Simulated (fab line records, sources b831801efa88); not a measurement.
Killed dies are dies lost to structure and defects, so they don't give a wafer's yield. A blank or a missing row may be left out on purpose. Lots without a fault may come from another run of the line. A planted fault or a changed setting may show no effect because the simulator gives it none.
fab line records | flow sky130
record lots=6 wafers=18 last_day=50
route steps=708 shown FIELD_ISO@29 NWELL@32 DNWELL@35 PWDE@45 PAD_OPEN@708
lots that met no fault: from a run of the same line without faults
start_h: hours from the record's first day to the start of the lot's first wafer shown | wait_h: hours since the lot's step before | " the same as in the row above | L1.1+2: a row that stands for several wafers | - no value, or no start given | * or withheld: withheld | < > ~ a bound
route shown NAME@n: a module of which the file shows steps, and the number in the route of the first | usual: mean/standard deviation of fault-free wafers | same: alike in all rows | chamber/n: place in a boat | sites: the reading at each site | _std_site: their standard deviation | _edge_site: outer sites' mean less inner sites' | radius_mm: how far each site lies from the wafer's centre | mask NAME#n: copy n | behind: the tool/chamber that last shaped the wafer | hold: why the lot was held/for how many hours/how that ended | device: the transistor (n, p or np) that didn't switch | end of line: the same wafers' tests at the end of the route | a step without rows: its recipe alone | killed: dies lost to structure and defects at the first sort, not the wafer's yield | map: a wafer's dies, x killed, . not, _ none there
set.NAME: the setting as run; set.NAME@STEP: as run at that earlier step | model.NAME: the simulator's own value behind a step, which no gauge read
lots at some steps of the route; a table a step, a row a wafer
services: from which hour (start_h, from the record's first day; less than 0 if before it) a tool's chamber was out of use, for how many hours, and why
## steps
# step SKY_FIELD_ISO_WET_ETCH_28
# recipe chemistry=dHF target_depth_nm=23.7 target=SiO2 dilution=10:1 temp_c=25 time_s=47
# step SKY_FIELD_ISO_WET_ETCH_29
# recipe chemistry=H3PO4 target_depth_nm=160 target=Si3N4 temp_c=160 time_s=1825
# step SKY_FIELD_ISO_WET_ETCH_30
# recipe chemistry=dHF target_depth_nm=25 target=SiO2 dilution=10:1 temp_c=25 time_s=50
# step SKY_NWELL_CLEAN_00
# recipe chemistry=SC1/SC2 mix=1:4:20 temp_c=70 time_s=150 dry=n2_spin
# step SKY_NWELL_OXIDATION_01
# recipe temp_c=900 ambient=O2 stabilise_s=600 purge_s=300 target_thk_a=100 ox_time_s=1418
# step SKY_NWELL_THK_MEAS_02
# recipe reads=SiO2_of_NWELL_OXIDATION_01
# usual NWELL_OXIDATION_THK=10.00/0.2
# columns lot.wafer tool chamber start_h wait_h NWELL_OXIDATION_THK[nm]
L937.3 film_metro-03 - 79.87 0.0 9.91
L937.5 " - " " 10.04
L937.6 " - " " 10.02
L940.2 film_metro-02 - 99.77 0.0 9.95
L940.5 " - " " 9.80
L940.6 " - " " 9.99
L944.1 film_metro-02 - 118.39 0.0 9.74
L944.3 " - " " 9.80
L944.6 " - " " 9.67
L948.3 film_metro-02 - 136.28 0.0 10.11
L948.5 " - " " 10.00
L948.6 " - " " 10.02
L949.3 film_metro-03 - 140.17 0.0 9.65
L949.5 " - " " 9.70
L949.6 " - " " 9.61
L952.2 film_metro-02 - 156.30 0.0 10.27
L952.4 " - " " 10.43
L952.5 " - " " 10.34
# step SKY_DNWELL_DEHYDRATE_00
# recipe temp_c=200 time_s=60
# step SKY_DNWELL_HMDS_01
# recipe prime_time_s=60 prime_temp_c=120
# step SKY_DNWELL_COAT_02
# recipe spin_rpm=2000 resist_thk_nm=2962
# step SKY_DNWELL_SOFTBAKE_03
# recipe temp_c=110 time_s=withheld
# step SKY_DNWELL_EXPOSE_04
# recipe mask_id=DNM na=0.57 target_cd_nm=3000 dose_mj=222
# step SKY_DNWELL_PEB_05
# recipe temp_c=115 time_s=withheld
# step SKY_DNWELL_DEVELOP_06
# recipe wall_angle_deg=90 developer=TMAH develop_time_s=60 dev_temp_c=23
# usual developer_temp_C=23.00/0.11 exhaust_pa=45.1/0.88
# columns lot.wafer tool chamber start_h wait_h developer_temp_C exhaust_pa
L937.3 litho_track-01 0 96 - 22.70 45.6
L937.5 " 0 " " 22.98 45.6
L937.6 " 0 " " 22.91 45.5
L940.2 litho_track-01 0 117 - 23.15 44.6
L940.5 " 0 " " 23.23 44.2
L940.6 " 0 " " 23.09 45.5
L944.1 litho_track-02 0 136 - 23.11 45.6
L944.3 " 0 " " 23.20 46.2
L944.6 " 0 " " 22.96 46.1
L948.3 litho_track-03 0 155 - 22.98 44.8
L948.5 " 0 " " 23.01 44.2
L948.6 " 0 " " 22.98 45.1
L949.3 litho_track-03 0 159 - 22.83 45.7
L949.5 " 0 " " 23.05 44.4
L949.6 " 0 " " 23.04 45.5
L952.2 litho_track-03 0 176 - 23.16 46.0
L952.4 " 0 " " 23.16 45.3
L952.5 " 0 " " 23.15 46.5
# step SKY_DNWELL_IMPLANT_07
# recipe species=P energy_kev=withheld dose_cm2=withheld tilt_deg=withheld
# step SKY_DNWELL_STRIP_08
# recipe chemistry=O2/N2 power_w=1400 pressure_mtorr=1500 platen_temp_c=withheld o2_flow_sccm=3000 n2_flow_sccm=300 overash_fraction=0.5
# usual drypump_motor_current_A=5.56/0.28 oes_product_au=0.722/0.0044 strip_time_to_endpoint_s=36.51/0.085
# columns lot.wafer tool chamber start_h wait_h drypump_motor_current_A oes_product_au rf_hours_counter_h strip_time_to_endpoint_s
L937.3 plasma_asher-02 1 96.67 0.1 5.26 0.728 - 36.54
L937.5 " 0 " " 5.64 0.723 - 36.65
L937.6 " 1 " " 5.23 0.713 - 36.57
L940.2 plasma_asher-01 0 117.34 0.1 5.73 0.718 40 36.43
L940.5 " 1 " " 5.66 0.725 - 36.60
L940.6 " 0 " " 5.75 0.719 - 36.53
L944.1 plasma_asher-03 0 137.07 0.1 5.04 0.717 32 36.49
L944.3 " 0 " " 5.03 0.727 - 36.59
L944.6 " 1 " " 5.92 0.731 - 36.65
L948.3 plasma_asher-03 0 155.99 0.1 5.04 0.724 - 36.35
L948.5 " 1 " " 5.88 0.721 - 36.36
L948.6 " 0 " " 5.01 0.717 - 36.45
L949.3 plasma_asher-03 0 159.89 0.1 5.02 0.724 - 36.47
L949.5 " 1 " " 5.90 0.729 - 36.53
L949.6 " 0 " " 5.00 0.723 - 36.56
L952.2 plasma_asher-03 1 177.11 0.1 5.88 0.723 36 36.47
L952.4 " 0 " " 5.11 0.709 - 36.65
L952.5 " 0 " " 5.05 0.722 - 36.54
# step SKY_DNWELL_TW_MEAS_09
# usual DNWELL_TW=1106/10
# columns lot.wafer tool chamber start_h wait_h DNWELL_TW
L937.3 film_metro-01 - 96.76 0.1 1103
L937.5 " - " " 1100
L937.6 " - " " 1098
L940.2 film_metro-02 - 117.45 0.1 1098
L940.5 " - " " 1097
L940.6 " - " " 1096
L944.1 film_metro-01 - 137.17 0.1 1110
L944.3 " - " " 1112
L944.6 " - " " 1112
L948.3 film_metro-03 - 156.08 0.1 1115
L948.5 " - " " 1114
L948.6 " - " " 1113
L949.3 film_metro-03 - 159.98 0.1 1104
L949.5 " - " " 1112
L949.6 " - " " 1106
L952.2 film_metro-01 - 177.22 0.1 1122
L952.4 " - " " 1115
L952.5 " - " " 1129
# step SKY_PWDE_DEHYDRATE_00
# recipe temp_c=200 time_s=60
# step SKY_PWDE_HMDS_01
# recipe prime_time_s=60 prime_temp_c=120
# step SKY_PWDE_COAT_02
# recipe spin_rpm=2000 resist_thk_nm=3000
# step SKY_PWDE_SOFTBAKE_03
# recipe temp_c=110 time_s=withheld
# step SKY_PWDE_EXPOSE_04
# recipe mask_id=PWDEM na=0.6 source_shape=conventional sigma_outer=0.6 polarization=unpolarized target_cd_nm=840 dose_mj=214
# step SKY_PWDE_PEB_05
# recipe temp_c=115 time_s=withheld
# step SKY_PWDE_DEVELOP_06
# recipe wall_angle_deg=90 developer=TMAH develop_time_s=60 dev_temp_c=23
# step SKY_PWDE_OVL_MEAS_07
# usual PWDE_OVL=-0.9/1.4
# columns lot.wafer tool chamber start_h wait_h PWDE_OVL[nm]
L937.3 overlay-01 - 114.15 - -1.8
L937.5 " - " " -3.6
L937.6 " - " " -0.9
L940.2 overlay-01 - 135.94 - -0.9
L940.5 " - " " 0.9
L940.6 " - " " 1.5
L944.1 overlay-01 - 156.79 - -1.8
L944.3 " - " " -2.5
L944.6 " - " " 0.6
L948.3 overlay-02 - 176.65 - -0.3
L948.5 " - " " -1.8
L948.6 " - " " 0.0
L949.3 overlay-01 - 180.52 - -1.1
L949.5 " - " " -3.7
L949.6 " - " " -2.1
L952.2 overlay-02 - 198.01 - 0.0
L952.4 " - " " -1.6
L952.5 " - " " -1.1
# step SKY_PWDE_IMPLANT_08
# recipe species=B energy_kev=150.9 dose_cm2=3.6e+12 tilt_deg=withheld
# step SKY_PWDE_STRIP_09
# recipe chemistry=O2/N2 power_w=1400 pressure_mtorr=1500 platen_temp_c=withheld o2_flow_sccm=3000 n2_flow_sccm=300 overash_fraction=0.5
# usual drypump_motor_current_A=5.5/0.4 oes_product_au=0.723/0.0046 strip_time_to_endpoint_s=36.95/0.11
# columns lot.wafer tool chamber start_h wait_h drypump_motor_current_A oes_product_au rf_hours_counter_h strip_time_to_endpoint_s
L937.3 plasma_asher-03 0 114.36 0.1 5.0 0.732 - 36.82
L937.5 " 0 " " 5.0 0.726 - 36.73
L937.6 " 1 " " 5.9 0.720 - 36.90
L940.2 plasma_asher-03 1 136.12 0.1 5.9 0.719 32 36.78
L940.5 " 1 " " 5.9 0.722 - 36.82
L940.6 " 0 " " 5.1 0.721 - 36.91
L944.1 plasma_asher-03 1 156.97 0.1 5.9 0.727 34 36.89
L944.3 " 0 " " 5.1 0.727 - 36.90
L944.6 " 1 " " 5.9 0.721 - 36.94
L948.3 plasma_asher-01 0 176.86 0.1 5.7 0.727 - 36.98
L948.5 " 1 " " 5.6 0.728 - 36.96
L948.6 " 0 " " 5.7 0.725 - 37.01
L949.3 plasma_asher-03 1 180.72 0.1 5.9 0.726 - 36.91
L949.5 " 1 " " 5.9 0.726 - 36.89
L949.6 " 0 " " 5.1 0.733 - 36.81
L952.2 plasma_asher-04 1 198.19 0.1 5.0 0.720 50 37.03
L952.4 " 1 " " 5.1 0.727 - 37.11
L952.5 " 1 " " 5.0 0.723 - 36.97
# step SKY_PWDE_TW_MEAS_10
# usual PWDE_TW=372/3
# columns lot.wafer tool chamber start_h wait_h PWDE_TW
L937.3 film_metro-03 - 114.44 0.1 374
L937.5 " - " " 372
L937.6 " - " " 374
L940.2 film_metro-01 - 136.23 0.1 374
L940.5 " - " " 374
L940.6 " - " " 373
L944.1 film_metro-03 - 157.07 0.1 374
L944.3 " - " " 375
L944.6 " - " " 375
L948.3 film_metro-03 - 176.94 0.1 374
L948.5 " - " " 374
L948.6 " - " " 371
L949.3 film_metro-03 - 180.81 0.1 372
L949.5 " - " " 372
L949.6 " - " " 370
L952.2 film_metro-03 - 198.30 0.1 374
L952.4 " - " " 374
L952.5 " - " " 376
# step SKY_NWELL_DEHYDRATE_03
# recipe temp_c=200 time_s=60
# step SKY_NWELL_HMDS_04
# recipe prime_time_s=60 prime_temp_c=120
# step SKY_NWELL_COAT_05
# recipe spin_rpm=2000 resist_thk_nm=3000
# step SKY_NWELL_SOFTBAKE_06
# recipe temp_c=110 time_s=withheld
# step SKY_NWELL_EXPOSE_07
# recipe mask_id=NWM na=0.6 source_shape=conventional sigma_outer=0.6 polarization=unpolarized target_cd_nm=840 dose_mj=255
# step SKY_NWELL_PEB_08
# recipe temp_c=115 time_s=withheld
# step SKY_NWELL_DEVELOP_09
# recipe wall_angle_deg=90 developer=TMAH develop_time_s=60 dev_temp_c=23
# step SKY_NWELL_OVL_MEAS_10
# usual NWELL_00_OVL=-0.6/1.3
# columns lot.wafer tool chamber start_h wait_h NWELL_00_OVL[nm]
L937.3 overlay-01 - 131.88 - -1.2
L937.5 " - " " -2.0
L937.6 " - " " 2.5
L940.2 overlay-02 - 155.46 - 0.3
L940.5 " - " " -0.1
L940.6 " - " " 0.4
L944.1 overlay-01 - 177.61 - -2.7
L944.3 " - " " -0.9
L944.6 " - " " 0.0
L948.3 overlay-02 - 197.23 - 0.0
L948.5 " - " " 1.8
L948.6 " - " " 1.9
L949.3 overlay-01 - 200.93 - -0.5
L949.5 " - " " -1.7
L949.6 " - " " 0.0
L952.2 overlay-02 - 219.76 - -0.6
L952.4 " - " " -0.6
L952.5 " - " " -4.2
# step SKY_NWELL_IMPLANT_11
# recipe species=P energy_kev=400 dose_cm2=1.9e+13 tilt_deg=withheld
# step SKY_NWELL_IMPLANT_12
# recipe species=P energy_kev=120 dose_cm2=1.3e+12 tilt_deg=withheld
# step SKY_NWELL_IMPLANT_13
# recipe species=P energy_kev=50 dose_cm2=7e+11 tilt_deg=withheld
# step SKY_NWELL_STRIP_14
# recipe chemistry=O2/N2 power_w=1400 pressure_mtorr=1500 platen_temp_c=withheld o2_flow_sccm=3000 n2_flow_sccm=300 overash_fraction=0.5
# usual drypump_motor_current_A=5.5/0.4 oes_product_au=0.723/0.0045 strip_time_to_endpoint_s=36.92/0.083
# columns lot.wafer tool chamber start_h wait_h drypump_motor_current_A oes_product_au rf_hours_counter_h strip_time_to_endpoint_s
L937.3 plasma_asher-03 1 132.39 0.1 5.9 0.728 - 36.83
L937.5 " 0 " " 5.0 0.720 - 36.74
L937.6 " 1 " " 5.9 0.726 - 36.81
L940.2 plasma_asher-04 1 155.94 0.1 5.1 0.725 46 36.93
L940.5 " 1 " " 5.0 0.720 - 36.97
L940.6 " 0 " " 6.0 0.731 - 36.98
L944.1 plasma_asher-03 1 178.09 0.1 5.9 0.712 36 36.94
L944.3 " 0 " " 5.0 0.725 - 36.88
L944.6 " 0 " " 5.0 0.720 - 36.82
L948.3 plasma_asher-02 0 197.74 0.1 5.6 0.732 - 36.76
L948.5 " 1 " " 5.2 0.727 - 36.90
L948.6 " 0 " " 5.7 0.718 - 36.80
L949.3 plasma_asher-03 1 201.44 0.1 5.9 0.721 - 36.96
L949.5 " 1 " " 5.9 0.729 - 36.92
L949.6 " 0 " " 5.1 0.717 - 36.91
L952.2 plasma_asher-02 0 220.24 0.1 5.6 0.714 9 36.91
L952.4 " 1 " " 5.3 0.726 - 36.97
L952.5 " 0 " " 5.6 0.728 - 36.96
# step SKY_NWELL_TW_MEAS_15
# usual NWELL_TW=1807/14
# columns lot.wafer tool chamber start_h wait_h NWELL_TW
L937.3 film_metro-02 - 132.48 0.1 1786
L937.5 " - " " 1786
L937.6 " - " " 1791
L940.2 film_metro-01 - 156.05 0.1 1825
L940.5 " - " " 1821
L940.6 " - " " 1822
L944.1 film_metro-01 - 178.19 0.1 1828
L944.3 " - " " 1822
L944.6 " - " " 1814
L948.3 film_metro-02 - 197.83 0.1 1795
L948.5 " - " " 1795
L948.6 " - " " 1791
L949.3 film_metro-03 - 201.53 0.1 1826
L949.5 " - " " 1829
L949.6 " - " " 1830
L952.2 film_metro-01 - 220.35 0.1 1799
L952.4 " - " " 1809
L952.5 " - " " 1806
# step SKY_NWELL_DEHYDRATE_16
# recipe temp_c=200 time_s=60
# step SKY_NWELL_HMDS_17
# recipe prime_time_s=60 prime_temp_c=120
# step SKY_PAD_OPEN_PROBE_99
# usual killed_at_M0_to_M3=45/7.1 killed_at_M4_up=3.0/1.8 killed_at_contacts=24/5.4 killed_at_front_end=16/4.9 killed_at_other=0.3/0.63 killed_dies=88/11 killed_open=47/7.4 killed_short=40/7
# same gross_dies=492 killed_at_back_side=0
# columns lot.wafer tool chamber start_h wait_h killed_at_M0_to_M3 killed_at_M4_up killed_at_contacts killed_at_front_end killed_at_other killed_dies killed_open killed_short model.etest.res_deep_nwell.width_nm model.etest.res_deep_nwell.line_ohm_um
L937.3 prober-02 - 1125.72 0.2 48 2 15 11 1 77 44 33 3006 744.9
L937.5 prober-02 - 1125.82 0.2 41 1 24 11 1 78 32 46 2995 737.3
L937.6 prober-02 - 1125.87 0.2 56 3 22 10 0 91 53 38 2989 740.3
L940.2 prober-02 - 1141.89 0.1 36 2 14 19 0 71 29 42 2992 751.6
L940.5 prober-02 - 1142.04 0.2 51 2 26 15 0 94 51 43 3017 746.9
L940.6 prober-02 - 1142.09 0.2 47 1 18 22 2 90 46 44 3001 743.3
L944.1 prober-02 - 1167.21 0.1 57 3 22 17 2 101 49 50 3001 735.1
L944.3 prober-02 - 1167.31 0.2 39 5 27 18 0 89 57 32 3004 735.7
L944.6 prober-02 - 1167.46 0.2 49 0 27 19 2 97 53 43 2986 733.5
L948.3 prober-02 - 1182.30 0.2 52 2 27 18 0 99 45 53 2997 724.8
L948.5 prober-02 - 1182.40 0.2 42 4 26 12 0 84 39 45 2997 729.6
L948.6 prober-02 - 1182.45 0.2 40 4 24 26 0 94 58 36 2976 738.8
L949.3 prober-01 - 1184.79 0.2 48 3 31 8 0 90 46 44 2802 777
L949.5 prober-01 - 1184.89 0.2 37 2 20 11 1 71 37 34 2811 770
L949.6 prober-01 - 1184.94 0.2 49 2 25 10 1 87 46 41 2804 771.3
L952.2 prober-02 - 1197.56 0.1 51 0 33 17 0 101 52 49 2809 801.2
L952.4 prober-02 - 1197.66 0.2 34 4 20 9 0 67 39 28 2811 801.4
L952.5 prober-02 - 1197.71 0.2 40 5 24 10 0 79 44 35 2800 788.9
# killed by level:class
L937.3 VIA1:geometric_particle:open=11 VIA3:geometric_particle:open=9 VIA2:geometric_particle:open=7 METAL2:geometric_particle:short=6 CONTACT:geometric_particle:short=5 CONTACT:geometric_particle:open=4 METAL1:geometric_particle:short=4 FIELD_ISO:geometric_particle:short=3
L937.5 METAL1:geometric_particle:short=11 CONTACT:geometric_particle:open=8 LI_CONTACT:geometric_particle:open=7 VIA1:geometric_particle:open=6 VIA1:geometric_particle:short=5 METAL2:geometric_particle:short=5 VIA3:geometric_particle:open=5 CONTACT:geometric_particle:short=4
L937.6 VIA1:geometric_particle:open=11 CONTACT:geometric_particle:open=10 LI_CONTACT:geometric_particle:open=7 VIA3:geometric_particle:open=7 METAL1:geometric_particle:short=7 METAL2:geometric_particle:short=7 VIA2:geometric_particle:open=6 CONTACT:geometric_particle:short=5
L940.2 FIELD_ISO:geometric_particle:short=8 METAL2:geometric_particle:short=6 VIA2:geometric_particle:short=6 VIA1:geometric_particle:open=5 VIA3:geometric_particle:open=4 FIELD_ISO:geometric_particle:open=4 LI_CONTACT:geometric_particle:open=4 CONTACT:geometric_particle:open=4
L940.5 CONTACT:geometric_particle:open=13 VIA1:geometric_particle:open=10 METAL1:geometric_particle:short=8 VIA3:geometric_particle:open=7 FIELD_ISO:geometric_particle:open=6 LI_CONTACT:geometric_particle:open=5 VIA1:geometric_particle:short=5 METAL2:geometric_particle:short=5
L940.6 CONTACT:geometric_particle:open=11 VIA1:geometric_particle:open=8 METAL1:geometric_particle:short=7 METAL2:geometric_particle:short=7 VIA3:geometric_particle:open=7 POLY_GATE:geometric_particle:short=6 SPACER:geometric_particle:open=5 VIA2:geometric_particle:short=5
L944.1 VIA3:geometric_particle:open=15 VIA1:geometric_particle:short=9 VIA1:geometric_particle:open=8 METAL1:geometric_particle:short=8 CONTACT:geometric_particle:open=7 VIA2:geometric_particle:short=7 CONTACT:geometric_particle:short=6 POLY_GATE:geometric_particle:short=5
L944.3 VIA1:geometric_particle:open=10 LI_CONTACT:geometric_particle:open=9 VIA3:geometric_particle:open=9 CONTACT:geometric_particle:open=8 POLY_GATE:geometric_particle:short=6 POLY_GATE:geometric_particle:open=6 LOCAL_INTERCONNECT:geometric_particle:short=6 METAL1:geometric_particle:short=6
L944.6 CONTACT:geometric_particle:open=10 LI_CONTACT:geometric_particle:open=8 METAL1:geometric_particle:short=8 CONTACT:geometric_particle:short=7 VIA3:geometric_particle:open=7 VIA1:geometric_particle:open=7 VIA2:geometric_particle:open=7 POLY_GATE:geometric_particle:open=6
L948.3 VIA1:geometric_particle:open=10 METAL1:geometric_particle:short=9 CONTACT:geometric_particle:short=8 VIA3:geometric_particle:open=6 CONTACT:geometric_particle:open=6 VIA1:geometric_particle:short=6 LI_CONTACT:geometric_particle:open=5 VIA3:geometric_particle:short=5
L948.5 VIA1:geometric_particle:open=12 CONTACT:geometric_particle:open=7 VIA2:geometric_particle:open=7 CONTACT:geometric_particle:short=6 METAL1:geometric_particle:short=6 VIA1:geometric_particle:short=6 FIELD_ISO:geometric_particle:short=5 LI_CONTACT:geometric_particle:open=5
L948.6 LI_CONTACT:geometric_particle:open=8 CONTACT:geometric_particle:open=8 VIA1:geometric_particle:open=8 POLY_GATE:geometric_particle:open=7 METAL2:geometric_particle:open=6 METAL2:geometric_particle:short=6 FIELD_ISO:geometric_particle:open=5 VIA1:geometric_particle:short=5
L949.3 CONTACT:geometric_particle:open=13 VIA2:geometric_particle:open=8 METAL2:geometric_particle:short=7 LI_CONTACT:geometric_particle:short=6 METAL1:geometric_particle:short=6 VIA3:geometric_particle:open=6 LI_CONTACT:geometric_particle:open=5 VIA1:geometric_particle:open=5
L949.5 VIA2:geometric_particle:open=9 CONTACT:geometric_particle:open=7 VIA3:geometric_particle:open=7 CONTACT:geometric_particle:short=6 LI_CONTACT:geometric_particle:open=5 POLY_GATE:geometric_particle:short=4 METAL3:geometric_particle:short=4 METAL1:geometric_particle:short=4
L949.6 VIA2:geometric_particle:open=10 VIA3:geometric_particle:open=10 CONTACT:geometric_particle:open=8 METAL1:geometric_particle:short=7 LI_CONTACT:geometric_particle:open=6 LOCAL_INTERCONNECT:geometric_particle:short=6 METAL2:geometric_particle:short=6 VIA1:geometric_particle:open=5
L952.2 VIA3:geometric_particle:open=11 CONTACT:geometric_particle:open=10 VIA1:geometric_particle:short=8 VIA1:geometric_particle:open=8 FIELD_ISO:geometric_particle:short=6 CONTACT:geometric_particle:short=6 METAL1:geometric_particle:short=6 VIA2:geometric_particle:open=6
L952.4 VIA1:geometric_particle:open=9 CONTACT:geometric_particle:open=7 VIA3:geometric_particle:open=6 METAL2:geometric_particle:short=6 LI_CONTACT:geometric_particle:open=4 FIELD_ISO:geometric_particle:short=3 VIA1:geometric_particle:short=3 LI_CONTACT:geometric_particle:short=3
L952.5 VIA1:geometric_particle:open=10 LI_CONTACT:geometric_particle:open=9 VIA2:geometric_particle:open=8 CONTACT:geometric_particle:open=7 VIA1:geometric_particle:short=6 METAL2:geometric_particle:short=5 POLY_GATE:geometric_particle:open=4 VIA3:geometric_particle:short=4
## services
# columns tool chamber start_h hours kind
plasma_asher-02 - 108.75 9.0 pm
plasma_asher-02 0 108.75 9.0 vent_cycle
plasma_asher-02 1 108.75 9.0 vent_cycle
plasma_asher-02 0 117.75 - clean
plasma_asher-02 1 117.75 - clean
plasma_asher-04 - 131.97 3.8 repair
plasma_asher-03 - 172.73 1.1 repair
plasma_asher-02 - 180.17 11.2 repair
plasma_asher-02 - 192.33 2.3 repair
## key
first_sign none at tools or gauges
model_effect step=SKY_PAD_OPEN_PROBE_99 value=etest.res_deep_nwell.width_nm without=2996 struck=2806
met_at SKY_DNWELL_DEVELOP_06
struck_wafers L949.3,L949.5,L949.6,L952.2,L952.4,L952.5
tester_left_out L949,L952
onset_between 155 159
also_fits time
fault kind=process_parameter_drift tool=litho_track-03 chamber=- onset_h=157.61 steps=SKY_DNWELL_DEVELOP_06 channel=develop_time_s offset=* shape=step end_h=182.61 acts_in=* stated=*
# tester_left_out: of these lots the tester's yield and bins aren't shown, on N5 and GAA mostly nor the transistor test; their killed dies are dies lost to structure and defects alone, not to doping, threshold or leakage, so they don't give the yield
